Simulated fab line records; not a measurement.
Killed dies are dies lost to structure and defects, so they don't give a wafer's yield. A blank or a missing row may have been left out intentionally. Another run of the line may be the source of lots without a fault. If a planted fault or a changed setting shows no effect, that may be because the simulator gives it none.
fab line records + flow sky130
[record]
- lots = 11
- wafers = 33
- last-day = 50
route steps=708 shown POLY_GATE@218 LDD_N@244 PAD_OPEN@708
lots that met no fault: from a run of the same line without faults
start-h: hours from the record's opening day to when the first of the lot's shown wafers began + wait-h: hours since the lot's step before + " unchanged from the row above + L1.1+2: several wafers, shown together as one row + - value missing, or start not given + * or withheld: withheld + < > ~ a bound
route shown NAME@n: a module of which the file shows steps, and the number in the route of the first + usual: mean/standard deviation of fault-free wafers + same: alike in all rows + chamber/n: place in a boat + sites: the reading at each site + _std_site: the standard deviation of these + _edge_site: inner sites' mean taken away from outer sites' mean + radius-mm: for every site, how far away it sits from the centre of the wafer + mask NAME#n: copy n + behind: the most recent tool/chamber to have shaped the wafer + hold: why the lot went on hold/how many hours it stayed there/how the hold came to an end + device: names the non-switching transistor (n, p or np) + end of line: at the end of the route, the tests of the same wafers + step lacking rows: just its recipe + killed: dies lost to structure and defects at the first sort, not the wafer's yield + map: per-die view of a wafer (x killed, . not killed, _ where there is no die)
set.NAME: the run value of the setting; set.NAME@STEP: its run value at that earlier step + model.NAME: the simulator's own value behind a step, which no gauge read
steps of the route over a sample of lots; a table a step, a row a wafer
services: from which hour (start-h, from the record's first day; less than 0 if before it) a tool's chamber was out of use, for how many hours, and why
[[steps]]
[step SKY_POLY_GATE_THK_MEAS_04]
[recipe]
- reads = Si3N4_of_POLY_GATE_CVD_03
[usual]
- POLY_GATE_CVD_03_THK = 74.4/0.6
| lot.wafer | tool          | chamber | start-h | wait-h | POLY_GATE_CVD_03_THK[nm] |
|-----------|---------------|---------|---------|--------|--------------------------|
| L634.1    | film-metro-02 | -       | 338.54  | 0.0    | 74.7                     |
| L634.2    | "             | -       | "       | "      | 74.8                     |
| L634.6    | "             | -       | "       | "      | 75.0                     |
| L635.2    | film-metro-02 | -       | 347.34  | 0.0    | 74.5                     |
| L635.4    | "             | -       | "       | "      | 73.9                     |
| L635.5    | "             | -       | "       | "      | 74.1                     |
| L636.1    | film-metro-02 | -       | 351.52  | 0.0    | 74.3                     |
| L636.5    | "             | -       | "       | "      | 74.0                     |
| L636.6    | "             | -       | "       | "      | 73.9                     |
| L640.2    | film-metro-02 | -       | 387.89  | 0.0    | 73.1                     |
| L640.5    | "             | -       | "       | "      | 74.2                     |
| L640.6    | "             | -       | "       | "      | 74.3                     |
| L641.1    | film-metro-02 | -       | 403.92  | 0.0    | 73.8                     |
| L641.2    | "             | -       | "       | "      | 74.4                     |
| L641.6    | "             | -       | "       | "      | 74.3                     |
| L642.2    | film-metro-03 | -       | 419.88  | 0.0    | 74.6                     |
| L642.4    | "             | -       | "       | "      | 73.9                     |
| L642.6    | "             | -       | "       | "      | 73.9                     |
| L644.2    | film-metro-02 | -       | 429.32  | 0.0    | 74.9                     |
| L644.4    | "             | -       | "       | "      | 75.3                     |
| L644.6    | "             | -       | "       | "      | 74.8                     |
| L645.1    | film-metro-03 | -       | 433.83  | 0.0    | 74.8                     |
| L645.4    | "             | -       | "       | "      | 75.2                     |
| L645.5    | "             | -       | "       | "      | 74.4                     |
| L648.1    | film-metro-01 | -       | 460.99  | 0.0    | 74.3                     |
| L648.4    | "             | -       | "       | "      | 74.8                     |
| L648.6    | "             | -       | "       | "      | 74.6                     |
| L651.2    | film-metro-01 | -       | 493.12  | 0.0    | 75.1                     |
| L651.3    | "             | -       | "       | "      | 74.8                     |
| L651.4    | "             | -       | "       | "      | 75.3                     |
| L656.4    | film-metro-03 | -       | 532.14  | 0.0    | 73.6                     |
| L656.5    | "             | -       | "       | "      | 74.2                     |
| L656.6    | "             | -       | "       | "      | 74.2                     |
[step SKY_POLY_GATE_ETCH_17]
[recipe]
- target-depth-nm = 180
- stop-on = SiO2
- over-etch-frac = 0.56667
- chemistry = HBr/Cl2
- target = poly-Si
- icp-w = 400
- bias-w = 100
- pressure-mtorr = 10
- HBr_flow_sccm = 150
- Cl2_flow_sccm = 50
- time-s = 70.5
[usual]
- drypump-motor-current-A = 5.8/0.4
- mfc-cl2-sccm = 50.00/0.14
- oes-product-au = 0.988/0.0082
- throttle-valve-pct = 33.684/0.0089
| lot.wafer | tool      | chamber | start-h | wait-h | drypump-motor-current-A | mfc-cl2-sccm | oes-product-au | rf-hours-counter-h | throttle-valve-pct |
|-----------|-----------|---------|---------|--------|-------------------------|--------------|----------------|--------------------|--------------------|
| L634.1    | rie-si-02 | 0       | 366.25  | 0.0    | 6.3                     | 49.92        | 0.992          | 3                  | 33.684             |
| L634.2    | "         | 1       | "       | "      | 5.6                     | 50.02        | 0.984          | 26                 | 33.678             |
| L634.6    | "         | 0       | "       | "      | 6.3                     | 49.86        | 0.986          | -                  | 33.684             |
| L635.2    | rie-si-01 | 0       | 375.71  | 0.0    | 6.0                     | 50.14        | 0.988          | 3                  | 33.679             |
| L635.4    | "         | 1       | "       | "      | 6.5                     | 50.10        | 0.989          | 1                  | 33.682             |
| L635.5    | "         | 2       | "       | "      | 5.4                     | 50.40        | 0.984          | -                  | 33.685             |
| L636.1    | rie-si-01 | 3       | 379.86  | 0.0    | 5.3                     | 50.02        | 0.969          | 1                  | 33.678             |
| L636.5    | "         | 0       | "       | "      | 5.9                     | 49.98        | 0.983          | -                  | 33.678             |
| L636.6    | "         | 3       | "       | "      | 5.4                     | 49.79        | 0.978          | -                  | 33.688             |
| L640.2    | rie-si-02 | 3       | 417.10  | 0.0    | 6.0                     | 50.11        | 0.993          | 40                 | 33.708             |
| L640.5    | "         | 3       | "       | "      | 5.9                     | 49.97        | 0.999          | -                  | 33.681             |
| L640.6    | "         | 2       | "       | "      | 5.4                     | 49.88        | 0.994          | -                  | 33.688             |
| L641.1    | rie-si-02 | 0       | 433.53  | 0.0    | 6.3                     | 50.05        | 0.996          | 4                  | 33.692             |
| L641.2    | "         | 1       | "       | "      | 5.6                     | 49.92        | 0.979          | 27                 | 33.678             |
| L641.6    | "         | 3       | "       | "      | 6.0                     | 50.06        | 0.997          | -                  | 33.684             |
| L642.2    | rie-si-02 | 0       | 450.71  | 0.0    | 6.3                     | 49.86        | 0.984          | 4                  | 33.686             |
| L642.4    | "         | 1       | "       | "      | 5.6                     | 50.00        | 0.986          | 27                 | 33.675             |
| L642.6    | "         | 0       | "       | "      | 6.3                     | 49.97        | 0.990          | -                  | 33.681             |
| L644.2    | rie-si-02 | 3       | 461.38  | 0.0    | 6.0                     | 50.01        | 0.990          | 41                 | 33.685             |
| L644.4    | "         | 1       | "       | "      | 5.6                     | 50.04        | 0.977          | 27                 | 33.682             |
| L644.6    | "         | 3       | "       | "      | 5.9                     | 50.11        | 0.980          | -                  | 33.691             |
| L645.1    | rie-si-02 | 3       | 465.35  | 0.0    | 6.0                     | 50.07        | 0.993          | 41                 | 33.683             |
| L645.4    | "         | 1       | "       | "      | 5.6                     | 49.90        | 0.982          | 27                 | 33.680             |
| L645.5    | "         | 3       | "       | "      | 5.9                     | 49.84        | 0.988          | -                  | 33.685             |
| L648.1    | rie-si-02 | 3       | 492.81  | 0.0    | 6.0                     | 49.92        | 0.983          | 41                 | 33.677             |
| L648.4    | "         | 1       | "       | "      | 5.6                     | 50.13        | 0.975          | 27                 | 33.687             |
| L648.6    | "         | 3       | "       | "      | 5.9                     | 49.89        | 0.994          | -                  | 33.691             |
| L651.2    | rie-si-01 | 0       | 523.40  | 0.0    | 6.0                     | 50.16        | 0.983          | 4                  | 33.696             |
| L651.3    | "         | 3       | "       | "      | 5.4                     | 49.86        | 0.978          | 1                  | 33.693             |
| L651.4    | "         | 2       | "       | "      | 5.4                     | 49.86        | 0.967          | 31                 | 33.698             |
| L656.4    | rie-si-02 | 2       | 562.52  | 0.0    | 5.4                     | 49.94        | 1.001          | -                  | 33.683             |
| L656.5    | "         | 0       | "       | "      | 6.3                     | 49.98        | 0.991          | -                  | 33.679             |
| L656.6    | "         | 3       | "       | "      | 5.9                     | 50.13        | 0.982          | -                  | 33.675             |
[step SKY_LDD_N_OVL_MEAS_07]
[usual]
- LDD_N_OVL = -0.1/1.4
| lot.wafer | tool       | chamber | start-h | wait-h | LDD_N_OVL[nm] |
|-----------|------------|---------|---------|--------|---------------|
| L634.1    | overlay-01 | -       | 397.59  | 0.1    | 0.6           |
| L634.2    | "          | -       | "       | "      | -0.2          |
| L634.6    | "          | -       | "       | "      | 3.2           |
| L635.2    | overlay-02 | -       | 405.35  | 0.1    | 0.7           |
| L635.4    | "          | -       | "       | "      | 0.8           |
| L635.5    | "          | -       | "       | "      | 2.1           |
| L636.1    | overlay-01 | -       | 413.04  | 0.1    | -1.0          |
| L636.5    | "          | -       | "       | "      | -2.0          |
| L636.6    | "          | -       | "       | "      | -0.2          |
| L640.2    | overlay-01 | -       | 448.85  | 0.1    | -1.1          |
| L640.5    | "          | -       | "       | "      | -1.3          |
| L640.6    | "          | -       | "       | "      | -2.6          |
| L641.1    | overlay-01 | -       | 465.99  | 0.1    | -1.8          |
| L641.2    | "          | -       | "       | "      | -1.5          |
| L641.6    | "          | -       | "       | "      | -2.0          |
| L642.2    | overlay-01 | -       | 482.60  | 0.1    | -0.2          |
| L642.4    | "          | -       | "       | "      | 0.2           |
| L642.6    | "          | -       | "       | "      | 0.3           |
| L644.2    | overlay-01 | -       | 493.73  | 0.1    | 1.4           |
| L644.4    | "          | -       | "       | "      | 1.8           |
| L644.6    | "          | -       | "       | "      | 1.6           |
| L645.1    | overlay-02 | -       | 498.89  | 0.1    | -1.0          |
| L645.4    | "          | -       | "       | "      | 0.9           |
| L645.5    | "          | -       | "       | "      | -0.2          |
| L648.1    | overlay-01 | -       | 524.12  | 0.1    | -0.9          |
| L648.4    | "          | -       | "       | "      | -0.6          |
| L648.6    | "          | -       | "       | "      | 0.5           |
| L651.2    | overlay-02 | -       | 554.58  | 0.1    | 0.3           |
| L651.3    | "          | -       | "       | "      | -0.9          |
| L651.4    | "          | -       | "       | "      | -1.0          |
| L656.4    | overlay-01 | -       | 592.94  | 0.1    | -1.2          |
| L656.5    | "          | -       | "       | "      | -2.7          |
| L656.6    | "          | -       | "       | "      | -2.1          |
[step SKY_LDD_N_IMPLANT_10]
[recipe]
- species = As
- energy-kev = 20
- dose-cm2 = 7.5e+13
- tilt-deg = withheld
- rotation-deg = 203
[usual]
- beam-on-s = 9.99/0.2
- faraday-current-uA = 423/8.6
[same]
- implant-ion-amu = 75
| lot.wafer | tool         | chamber | start-h | wait-h | beam-on-s | faraday-current-uA |
|-----------|--------------|---------|---------|--------|-----------|--------------------|
| L634.1    | implanter-03 | 0       | 397.93  | 0.1    | 9.95      | 426                |
| L634.2    | "            | 0       | "       | "      | 10.19     | 413                |
| L634.6    | "            | 0       | "       | "      | 10.12     | 417                |
| L635.2    | implanter-03 | 0       | 405.70  | 0.1    | 9.84      | 429                |
| L635.4    | "            | 0       | "       | "      | 9.87      | 428                |
| L635.5    | "            | 0       | "       | "      | 10.09     | 417                |
| L636.1    | implanter-03 | 0       | 413.38  | 0.1    | 10.02     | 424                |
| L636.5    | "            | 0       | "       | "      | 9.92      | 426                |
| L636.6    | "            | 0       | "       | "      | 10.09     | 415                |
| L640.2    | implanter-03 | 0       | 449.50  | 0.1    | 9.99      | 424                |
| L640.5    | "            | 0       | "       | "      | 9.72      | 433                |
| L640.6    | "            | 0       | "       | "      | 9.76      | 432                |
| L641.1    | implanter-03 | 0       | 466.33  | 0.1    | 10.14     | 416                |
| L641.2    | "            | 0       | "       | "      | 10.46     | 403                |
| L641.6    | "            | 0       | "       | "      | 10.03     | 420                |
| L642.2    | implanter-03 | 0       | 482.95  | 0.1    | 10.08     | 422                |
| L642.4    | "            | 0       | "       | "      | 10.03     | 421                |
| L642.6    | "            | 0       | "       | "      | 9.92      | 428                |
| L644.2    | implanter-03 | 0       | 494.09  | 0.1    | 10.00     | 421                |
| L644.4    | "            | 0       | "       | "      | 9.53      | 441                |
| L644.6    | "            | 0       | "       | "      | 9.71      | 436                |
| L644.2    | implanter-03 | 0       | 494.40  | 0.3    | 10.00     | 424                |
| L644.4    | "            | 0       | "       | "      | 10.31     | 410                |
| L644.6    | "            | 0       | "       | "      | 9.98      | 422                |
| L645.1    | implanter-01 | 0       | 499.23  | 0.1    | 10.01     | 419                |
| L645.4    | "            | 0       | "       | "      | 10.19     | 414                |
| L645.5    | "            | 0       | "       | "      | 10.36     | 408                |
| L645.1    | implanter-01 | 0       | 499.54  | 0.3    | 9.90      | 426                |
| L645.4    | "            | 0       | "       | "      | 9.96      | 423                |
| L645.5    | "            | 0       | "       | "      | 9.87      | 428                |
| L648.1    | implanter-01 | 0       | 524.46  | 0.1    | 9.80      | 431                |
| L648.4    | "            | 0       | "       | "      | 10.29     | 410                |
| L648.6    | "            | 0       | "       | "      | 9.53      | 440                |
| L651.2    | implanter-03 | 0       | 554.94  | 0.1    | 10.16     | 415                |
| L651.3    | "            | 0       | "       | "      | 9.87      | 428                |
| L651.4    | "            | 0       | "       | "      | 10.27     | 412                |
| L656.4    | implanter-04 | 0       | 593.34  | 0.1    | 9.95      | 425                |
| L656.5    | "            | 0       | "       | "      | 9.43      | 446                |
| L656.6    | "            | 0       | "       | "      | 10.28     | 410                |
[step SKY_LDD_N_STRIP_16]
[recipe]
- chemistry = O2/N2
- power-w = 1400
- pressure-mtorr = 1500
- platen-temp-c = withheld
- o2-flow-sccm = 3000
- n2-flow-sccm = 300
- overash-fraction = 0.5
[usual]
- drypump-motor-current-A = 5.8/0.38
- o2-flow-sccm = 3000/10
- oes-product-au = 0.407/0.0048
- strip-time-to-endpoint-s = 4.317/0.012
| lot.wafer | tool            | chamber | start-h | wait-h | drypump-motor-current-A | o2-flow-sccm | oes-product-au | rf-hours-counter-h | strip-time-to-endpoint-s |
|-----------|-----------------|---------|---------|--------|-------------------------|--------------|----------------|--------------------|--------------------------|
| L634.1    | plasma-asher-04 | 1       | 398.83  | 0.1    | 5.9                     | 2999         | 0.408          | 71                 | 4.305                    |
| L634.2    | "               | 0       | "       | "      | 6.2                     | 3001         | 0.411          | 71                 | 4.310                    |
| L634.6    | "               | 0       | "       | "      | 6.2                     | 2990         | 0.406          | -                  | 4.316                    |
| L635.2    | plasma-asher-04 | 1       | 406.58  | 0.1    | 5.9                     | 2997         | 0.397          | 71                 | 4.306                    |
| L635.4    | "               | 0       | "       | "      | 6.2                     | 3014         | 0.407          | -                  | 4.315                    |
| L635.5    | "               | 1       | "       | "      | 5.9                     | 2993         | 0.415          | -                  | 4.308                    |
| L636.1    | plasma-asher-04 | 1       | 414.28  | 0.1    | 5.9                     | 2997         | 0.405          | 72                 | 4.338                    |
| L636.5    | "               | 0       | "       | "      | 6.3                     | 3000         | 0.409          | -                  | 4.301                    |
| L636.6    | "               | 1       | "       | "      | 5.9                     | 3002         | 0.402          | -                  | 4.337                    |
| L640.2    | plasma-asher-04 | 0       | 450.38  | 0.1    | 6.3                     | 2992         | 0.406          | 76                 | 4.309                    |
| L640.5    | "               | 0       | "       | "      | 6.2                     | 3000         | 0.409          | -                  | 4.314                    |
| L640.6    | "               | 1       | "       | "      | 5.9                     | 2983         | 0.404          | -                  | 4.329                    |
| L641.1    | plasma-asher-01 | 0       | 467.23  | 0.1    | 5.8                     | 2987         | 0.400          | 63                 | 4.323                    |
| L641.2    | "               | 1       | "       | "      | 5.1                     | 2998         | 0.404          | 63                 | 4.320                    |
| L641.6    | "               | 0       | "       | "      | 5.8                     | 2991         | 0.406          | -                  | 4.316                    |
| L642.2    | plasma-asher-02 | 0       | 483.83  | 0.1    | 5.5                     | 2996         | 0.408          | 36                 | 4.303                    |
| L642.4    | "               | 1       | "       | "      | 6.1                     | 2998         | 0.401          | -                  | 4.284                    |
| L642.6    | "               | 1       | "       | "      | 6.2                     | 3008         | 0.403          | -                  | 4.299                    |
| L644.2    | plasma-asher-01 | 0       | 495.28  | 0.1    | 5.8                     | 2993         | 0.410          | 65                 | 4.529                    |
| L644.4    | "               | 1       | "       | "      | 5.2                     | 3002         | 0.401          | -                  | 4.506                    |
| L644.6    | "               | 0       | "       | "      | 5.8                     | 2999         | 0.414          | -                  | 4.527                    |
| L645.1    | plasma-asher-02 | 0       | 500.98  | 0.1    | 5.5                     | 3007         | 0.413          | 37                 | 4.531                    |
| L645.4    | "               | 0       | "       | "      | 5.5                     | 3001         | 0.413          | -                  | 4.529                    |
| L645.5    | "               | 0       | "       | "      | 5.5                     | 2999         | 0.403          | -                  | 4.531                    |
| L648.1    | plasma-asher-01 | 1       | 525.36  | 0.1    | 5.1                     | 3001         | 0.407          | 68                 | 4.319                    |
| L648.4    | "               | 0       | "       | "      | 5.8                     | 2992         | 0.404          | -                  | 4.327                    |
| L648.6    | "               | 0       | "       | "      | 5.8                     | 2999         | 0.412          | -                  | 4.332                    |
| L651.2    | plasma-asher-01 | 0       | 555.81  | 0.1    | 5.8                     | 2992         | 0.410          | 71                 | 4.302                    |
| L651.3    | "               | 1       | "       | "      | 5.2                     | 3015         | 0.400          | -                  | 4.304                    |
| L651.4    | "               | 0       | "       | "      | 5.8                     | 3012         | 0.410          | -                  | 4.309                    |
| L656.4    | plasma-asher-02 | 0       | 594.19  | 0.1    | 5.5                     | 3003         | 0.406          | -                  | 4.323                    |
| L656.5    | "               | 1       | "       | "      | 6.2                     | 3020         | 0.401          | -                  | 4.334                    |
| L656.6    | "               | 0       | "       | "      | 5.5                     | 2992         | 0.401          | -                  | 4.323                    |
[step SKY_LDD_N_TW_MEAS_17]
[usual]
- LDD_N_TW = 2585/29
| lot.wafer | tool          | chamber | start-h | wait-h | LDD_N_TW |
|-----------|---------------|---------|---------|--------|----------|
| L634.1    | film-metro-04 | -       | 398.93  | 0.1    | 2578     |
| L634.2    | "             | -       | "       | "      | 2571     |
| L634.6    | "             | -       | "       | "      | 2552     |
| L635.2    | film-metro-01 | -       | 406.69  | 0.1    | 2593     |
| L635.4    | "             | -       | "       | "      | 2588     |
| L635.5    | "             | -       | "       | "      | 2608     |
| L636.1    | film-metro-03 | -       | 414.38  | 0.1    | 2638     |
| L636.5    | "             | -       | "       | "      | 2631     |
| L636.6    | "             | -       | "       | "      | 2621     |
| L640.2    | film-metro-03 | -       | 450.49  | 0.1    | 2611     |
| L640.5    | "             | -       | "       | "      | 2612     |
| L640.6    | "             | -       | "       | "      | 2620     |
| L641.1    | film-metro-03 | -       | 467.33  | 0.1    | 2614     |
| L641.2    | "             | -       | "       | "      | 2626     |
| L641.6    | "             | -       | "       | "      | 2611     |
| L642.2    | film-metro-04 | -       | 483.94  | 0.1    | 2570     |
| L642.4    | "             | -       | "       | "      | 2583     |
| L642.6    | "             | -       | "       | "      | 2569     |
| L644.2    | film-metro-03 | -       | 495.39  | 0.1    | 2746     |
| L644.4    | "             | -       | "       | "      | 2746     |
| L644.6    | "             | -       | "       | "      | 2742     |
| L644.2    | film-metro-03 | -       | 495.61  | 0.2    | 2736     |
| L644.4    | "             | -       | "       | "      | 2752     |
| L644.6    | "             | -       | "       | "      | 2735     |
| L645.1    | film-metro-04 | -       | 501.08  | 0.1    | 2669     |
| L645.4    | "             | -       | "       | "      | 2675     |
| L645.5    | "             | -       | "       | "      | 2683     |
| L648.1    | film-metro-01 | -       | 525.46  | 0.1    | 2555     |
| L648.4    | "             | -       | "       | "      | 2556     |
| L648.6    | "             | -       | "       | "      | 2573     |
| L651.2    | film-metro-04 | -       | 555.92  | 0.1    | 2566     |
| L651.3    | "             | -       | "       | "      | 2551     |
| L651.4    | "             | -       | "       | "      | 2543     |
| L656.4    | film-metro-03 | -       | 594.29  | 0.1    | 2616     |
| L656.5    | "             | -       | "       | "      | 2606     |
| L656.6    | "             | -       | "       | "      | 2626     |
[step SKY_PAD_OPEN_PROBE_99]
[usual]
- killed_at_M0_to_M3 = 43/6.7
- killed_at_M4_up = 3.0/1.9
- killed-at-contacts = 25/5.4
- killed-at-front-end = 16/4.5
- killed-at-other = 0.4/0.62
- killed-dies = 87/9.6
- killed-open = 47/7
- killed-short = 39/6.1
[same]
- gross-dies = 492
- killed-at-back-side = 0
| lot.wafer | tool      | chamber | start-h | wait-h | killed_at_M0_to_M3 | killed_at_M4_up | killed-at-contacts | killed-at-front-end | killed-at-other | killed-dies | killed-open | killed-short |
|-----------|-----------|---------|---------|--------|--------------------|-----------------|--------------------|---------------------|-----------------|-------------|-------------|--------------|
| L651.2    | prober-02 | -       | 1171.43 | 0.1    | 41                 | 3               | 25                 | 23                  | 0               | 92          | 43          | 49           |
| L651.3    | prober-02 | -       | 1171.48 | 0.2    | 48                 | 4               | 20                 | 6                   | 0               | 78          | 40          | 38           |
| L651.4    | prober-02 | -       | 1171.53 | 0.2    | 48                 | 3               | 17                 | 10                  | 0               | 78          | 36          | 42           |
// killed by level:class
L651.2 FIELD_ISO:geometric-particle:open=8 LOCAL_INTERCONNECT:geometric-particle:short=8 VIA1:geometric-particle:open=8 CONTACT:geometric-particle:short=6 METAL1:geometric-particle:short=5 VIA1:geometric-particle:short=5 VIA3:geometric-particle:short=5 FIELD_ISO:geometric-particle:short=4
L651.3 VIA3:geometric-particle:open=12 CONTACT:geometric-particle:open=7 VIA2:geometric-particle:open=6 LI_CONTACT:geometric-particle:short=5 VIA1:geometric-particle:open=5 METAL3:geometric-particle:short=5 METAL1:geometric-particle:short=4 METAL2:geometric-particle:short=4
L651.4 VIA1:geometric-particle:open=13 CONTACT:geometric-particle:short=9 VIA3:geometric-particle:short=7 VIA2:geometric-particle:open=7 METAL1:geometric-particle:short=6 FIELD_ISO:geometric-particle:open=4 CONTACT:geometric-particle:open=4 METAL2:geometric-particle:short=4
[[services]]
| tool            | chamber | start-h | hours | kind   |
|-----------------|---------|---------|-------|--------|
| rie-si-02       | -       | 352.80  | 0.2   | repair |
| plasma-asher-01 | -       | 357.34  | 2.8   | pm     |
| plasma-asher-01 | -       | 365.21  | 2.3   | repair |
| plasma-asher-02 | -       | 368.18  | 2.1   | repair |
| implanter-04    | -       | 374.58  | 6.2   | pm     |
| implanter-04    | -       | 384.89  | 112.4 | pm     |
| rie-si-02       | 1       | 413.83  | 3.4   | repair |
| implanter-01    | -       | 425.74  | 21.5  | pm     |
| implanter-01    | -       | 447.93  | 4.0   | repair |
| implanter-01    | -       | 451.92  | 3.9   | pm     |
| rie-si-01       | 3       | 465.53  | 8.6   | repair |
| implanter-03    | -       | 476.60  | 0.9   | repair |
| rie-si-02       | 2       | 495.71  | 7.0   | repair |
| implanter-04    | -       | 497.27  | 3.5   | pm     |
| rie-si-02       | 1       | 500.51  | 2.5   | repair |
| implanter-04    | -       | 509.53  | 2.1   | repair |
| implanter-01    | -       | 520.40  | 0.7   | repair |
| plasma-asher-01 | -       | 526.97  | 2.2   | repair |
| implanter-04    | -       | 536.06  | 15.6  | repair |
| rie-si-02       | 3       | 538.73  | 17.3  | repair |
| rie-si-02       | 1       | 544.93  | 38.7  | repair |
| implanter-01    | -       | 553.27  | 3.1   | repair |
| implanter-03    | -       | 556.64  | 0.6   | repair |
| plasma-asher-02 | -       | 574.84  | 2.2   | repair |
[[key]]
[first-sign]
- step = SKY_LDD_N_IMPLANT_10
- reading = visit
- direction = added
[effect]
- step = SKY_LDD_N_STRIP_16
- reading = strip-time-to-endpoint-s
- direction = up
- sigmas = 17
- usual = *
- struck = *
[effect]
- step = SKY_LDD_N_TW_MEAS_17
- reading = visit
- direction = added
met-at SKY_LDD_N_IMPLANT_10
struck-lots L644,L645
tester-left-out L644,L645
not-acting-at SKY_POLY_GATE_THK_MEAS_04,SKY_POLY_GATE_ETCH_17,SKY_LDD_N_OVL_MEAS_07
[fault]
- kind = repeated-step-whole
- tool = implanter-01,implanter-03,implanter-04
- chamber = -
- onset-h = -
- steps = SKY_LDD_N_IMPLANT_10
- times = 1
- scope = struck-lots-only
// tester-left-out: of these lots the tester's yield and bins aren't shown, on N5 and GAA mostly nor the transistor test; their killed dies are dies lost to structure and defects alone, not to doping, threshold or leakage, so they don't give the yield
